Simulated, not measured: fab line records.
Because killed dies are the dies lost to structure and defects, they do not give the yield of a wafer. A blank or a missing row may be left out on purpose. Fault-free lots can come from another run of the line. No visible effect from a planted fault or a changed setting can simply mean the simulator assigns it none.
What tool caused it?    flow sky130    13 lots, 39 wafers sampled, at 4 steps of a route of 708

## WHAT THE GAUGES SHOWED, per wafer
SKY_SD_N_CD_MEAS_07 targets a cd of 380 nm.
lot   measured      on        cdNm (nm)
L502  day 27 20:14  cdSem-01  380.2 378.2 379.6
L504  day 28 18:06  cdSem-02  384.2 380.7 381.4
L506  day 29 14:42  cdSem-01  379.6 378.9 379.2
L507  day 30 00:37  cdSem-02  379.4 380.3 377.7
L508  day 30 06:09  cdSem-01  379.2 382.5 380.9
L509  day 30 14:36  cdSem-02  381.3 379.6 380.5
L511  day 31 03:30  cdSem-02  380.9 380.8 382.3
L514  day 32 05:42  cdSem-01  378.5 376.1 378.4
L515  day 32 10:43  cdSem-01  379.4 376.8 376.7
L516  day 32 18:30  cdSem-02  379.6 381.9 379.1
L522  day 34 14:26  cdSem-01  383.1 378.3 382.5
L523  day 34 20:48  cdSem-02  376.8 379.3 378.5
L524  day 35 08:47  cdSem-01  380.3 382.3 381.2

SKY_SD_N_RS_MEAS_16: uses a four-point probe to measure.
lot   measured      on            SD_N_RS (ohm/sq)
L502  day 27 21:05  filmMetro-04  68.22 68.19 68.25
L504  day 28 18:59  filmMetro-02  68.18 68.14 68.25
L506  day 29 15:32  filmMetro-04  68.25 68.35 68.25
L507  day 30 01:28  filmMetro-01  68.17 68.08 68.09
L508  day 30 06:59  filmMetro-02  68.12 68.11 68.12
L509  day 30 15:27  filmMetro-01  68.35 68.27 68.41
L511  day 31 04:20  filmMetro-02  68.27 68.09 68.16
L514  day 32 06:32  filmMetro-02  67.99 68.07 68.05
L515  day 32 11:35  filmMetro-04  68.39 68.31 68.42
L516  day 32 19:21  filmMetro-01  68.10 68.18 68.33
L522  day 34 15:17  filmMetro-01  68.29 68.38 68.25
L523  day 34 21:39  filmMetro-04  68.35 68.25 68.19
L524  day 35 09:38  filmMetro-01  68.18 68.14 68.24

## EACH LOT AND THE TOOL THAT RAN IT (in order: tool; ch and the chambers of the sampled wafers; start)
lot   SKY_SD_P_STRIP_10                    SKY_SD_N_RTA_14
L502  plasmaAsher-04 ch 0,1, day 25 09:34  rtpAnneal-01 ch 0, day 27 20:55
L504  plasmaAsher-04 ch 0,1, day 26 08:53  rtpAnneal-01 ch 0, day 28 18:49
L506  plasmaAsher-04 ch 1, day 27 05:59    rtpAnneal-01 ch 0, day 29 15:22
L507  plasmaAsher-04 ch 0,1, day 27 16:13  rtpAnneal-02 ch 0, day 30 01:16
L508  plasmaAsher-04 ch 0,1, day 27 22:01  rtpAnneal-01 ch 0, day 30 06:49
L509  plasmaAsher-02 ch 0, day 28 06:46    rtpAnneal-02 ch 0, day 30 15:17
L511  plasmaAsher-04 ch 0,1, day 28 20:14  rtpAnneal-02 ch 0, day 31 04:10
L514  plasmaAsher-02 ch 0,1, day 30 00:13  rtpAnneal-01 ch 0, day 32 06:22
L515  plasmaAsher-02 ch 0,1, day 30 04:55  rtpAnneal-02 ch 0, day 32 11:23
L516  plasmaAsher-04 ch 0,1, day 30 16:13  rtpAnneal-01 ch 0, day 32 19:10
L522  plasmaAsher-02 ch 0,1, day 32 09:55  rtpAnneal-02 ch 0, day 34 15:07
L523  plasmaAsher-04 ch 0,1, day 32 16:25  rtpAnneal-02 ch 0, day 34 21:28
L524  plasmaAsher-01 ch 0, day 33 05:10    rtpAnneal-01 ch 0, day 35 09:28
- SKY_SD_P_STRIP_10: strips in O2/N2.
- SKY_SD_N_RTA_14: time 2 s.

## WHAT THE TOOLS THEMSELVES READ (means of the sampled wafers that have a number; where no wafer has one, the mark that the record gives instead)
SKY_SD_P_STRIP_10.
lot   tool            drypumpMotorCurrentA (A)  oesProductAu (a.u.)  stripTimeToEndpointS (s)
L502  plasmaAsher-04  5.8                       0.618                17.46
L504  plasmaAsher-04  5.9                       0.611                17.50
L506  plasmaAsher-04  5.6                       0.612                17.45
L507  plasmaAsher-04  5.8                       0.618                17.47
L508  plasmaAsher-04  5.6                       0.620                17.44
L509  plasmaAsher-02  5.5                       0.617                17.48
L511  plasmaAsher-04  5.8                       0.624                17.48
L514  plasmaAsher-02  5.1                       0.622                17.44
L515  plasmaAsher-02  5.3                       0.622                17.47
L516  plasmaAsher-04  5.7                       0.619                17.44
L522  plasmaAsher-02  5.3                       0.615                17.47
L523  plasmaAsher-04  5.8                       0.615                17.47
L524  plasmaAsher-01  6.4                       0.620                17.53

SKY_SD_N_RTA_14.
lot   tool          lampPowerPct (%)  rampDownCPerS  wafer_temp_C_max
L502  rtpAnneal-01  15.73             90.004         1076.8
L504  rtpAnneal-01  15.71             90.000         1077.1
L506  rtpAnneal-01  15.77             89.996         1077.6
L507  rtpAnneal-02  15.75             89.982         1078.2
L508  rtpAnneal-01  15.69             90.010         1077.2
L509  rtpAnneal-02  15.69             90.002         1078.0
L511  rtpAnneal-02  15.73             89.993         1077.1
L514  rtpAnneal-01  15.76             36.005         1078.8
L515  rtpAnneal-02  15.70             90.014         1078.7
L516  rtpAnneal-01  15.77             35.994         1077.3
L522  rtpAnneal-02  15.72             89.996         1077.6
L523  rtpAnneal-02  15.74             89.994         1078.6
L524  rtpAnneal-01  15.77             89.991         1077.5

## THE ANSWER, worked out from the rows above alone
Rule: usual is defined by the lots themselves. Put in order of their means at a reading, lots are off if they are a third of the lots or fewer, leave a main group of 4 or more, and stand apart from it by a gap of 3 or more times the standard deviation of the main group's means; of several such gaps the widest counts. A main group whose means are all the same, to the digits that the tables above print for the reading, isn't used. Also off: a lot with no number at a reading for which 4 or more lots have one. The other lots that the step has rows for count as sound. The gauges are gone through in route order, then the tools' own readings, and for those a lot's mean is taken as printed above. The first step at which some lot is off is used, and at that step the reading that is off furthest; a lot without a number counts as furthest.
Off at SKY_SD_N_RTA_14 (rampDownCPerS): L514, L516. The main group: mean 89.998, standard deviation 0.0086.
If a tool, at that step or one of the process steps before it, ran each lot that is off and ran no sound lot following the first of them, it fits. Of those tried, none fits.

## WHAT THE SIMULATOR HAD PUT IN
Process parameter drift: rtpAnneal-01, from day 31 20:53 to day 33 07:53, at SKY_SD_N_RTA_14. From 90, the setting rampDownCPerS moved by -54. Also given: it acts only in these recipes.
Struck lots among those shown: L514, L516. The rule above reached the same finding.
